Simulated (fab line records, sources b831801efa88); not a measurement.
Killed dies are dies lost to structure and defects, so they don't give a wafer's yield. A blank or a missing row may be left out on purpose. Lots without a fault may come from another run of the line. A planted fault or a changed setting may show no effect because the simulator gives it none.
Which tool did it? | flow sky130 | 12 lots, 36 wafers sampled, at 4 steps of a route of 708

WHAT THE GAUGES READ, wafer by wafer
SKY_VIA3_THK_MEAS_23: measures by xrf.
lot  | measured     | on            | VIA3_W_THK (nm)
L075 | day 39 07:37 | film_metro-03 | 374 372 375
L077 | day 40 13:13 | film_metro-02 | 367 368 366
L079 | day 40 21:56 | film_metro-02 | 368 366 364
L081 | day 41 16:39 | film_metro-02 | 373 366 370
L083 | day 42 04:37 | film_metro-01 | 359 364 366
L086 | day 42 17:20 | film_metro-03 | 364 370 366
L087 | day 43 07:16 | film_metro-02 | 362 361 362
L089 | day 43 18:24 | film_metro-03 | 368 368 366
L091 | day 44 06:22 | film_metro-03 | 377 373 375
L094 | day 46 00:24 | film_metro-03 | 373 367 364
L095 | day 46 02:04 | film_metro-01 | 371 372 365
L097 | day 46 06:02 | film_metro-01 | 372 365 367

WHICH TOOL RAN EACH LOT (tool, then ch and the chambers of the sampled wafers, then the start)
lot  | SKY_CAPM_SPUTTER_02          | SKY_VIA3_CMP_02               | SKY_VIA3_CVD_21
L075 | pvd_sputter-01, day 35 23:30 | cmp-01 ch 2,3, day 38 04:51   | cvd_w-02 ch 0,1, day 39 07:22
L077 | pvd_sputter-01, day 37 05:43 | cmp-02 ch 0,2, day 39 10:59   | cvd_w-02 ch 0,1, day 40 12:58
L079 | pvd_sputter-02, day 37 15:47 | cmp-02 ch 0,1,3, day 39 20:04 | cvd_w-02 ch 0,1, day 40 21:41
L081 | pvd_sputter-01, day 38 13:37 | cmp-02 ch 1,2,3, day 40 16:04 | cvd_w-02 ch 0,1, day 41 16:25
L083 | pvd_sputter-01, day 39 00:09 | cmp-02 ch 0,2,3, day 41 03:53 | cvd_w-01 ch 0,1, day 42 04:23
L086 | pvd_sputter-01, day 39 14:50 | cmp-02 ch 0,3, day 41 16:29   | cvd_w-01 ch 0,1, day 42 17:05
L087 | pvd_sputter-04, day 40 05:20 | cmp-02 ch 1,2,3, day 42 06:47 | cvd_w-01 ch 0,1, day 43 07:02
L089 | pvd_sputter-02, day 40 17:37 | cmp-02 ch 0,1, day 42 18:47   | cvd_w-01 ch 0,1, day 43 18:09
L091 | pvd_sputter-02, day 41 05:46 | cmp-02 ch 0,1,2, day 43 06:40 | cvd_w-01 ch 0,1, day 44 06:09
L094 | pvd_sputter-01, day 43 04:47 | cmp-02 ch 0,2,3, day 45 01:56 | cvd_w-01 ch 0,1, day 46 00:10
L095 | pvd_sputter-01, day 43 05:05 | cmp-02 ch 0,3, day 45 03:52   | cvd_w-01 ch 0,1, day 46 01:49
L097 | pvd_sputter-02, day 43 10:46 | cmp-01 ch 0,1, day 45 07:47   | cvd_w-01 ch 0,1, day 46 05:48
- SKY_CAPM_SPUTTER_02: material TiN, target thk 200 nm, time 166.7 s.
- SKY_VIA3_CMP_02: polishes SiO2.
- SKY_VIA3_CVD_21: deposits W, target thk 390 nm, time 117.31 s.

THE ANSWER, worked out from the rows above alone
Rule: what is usual is taken from the lots themselves. Put in order of their means at a reading, lots are off if they are a third of the lots or fewer, leave a main group of 4 or more, and stand apart from it by a gap of 3 or more times the standard deviation of the main group's means; of several such gaps the widest counts. A main group whose means are all the same, to the digits that the tables above print for the reading, isn't used. A lot without any number at a reading at which 4 lots or more have one is off too. The other lots that the step has rows for count as sound.
No lot is off at any reading shown: from this, nothing can be told.

WHAT THE SIMULATOR HAD PUT IN
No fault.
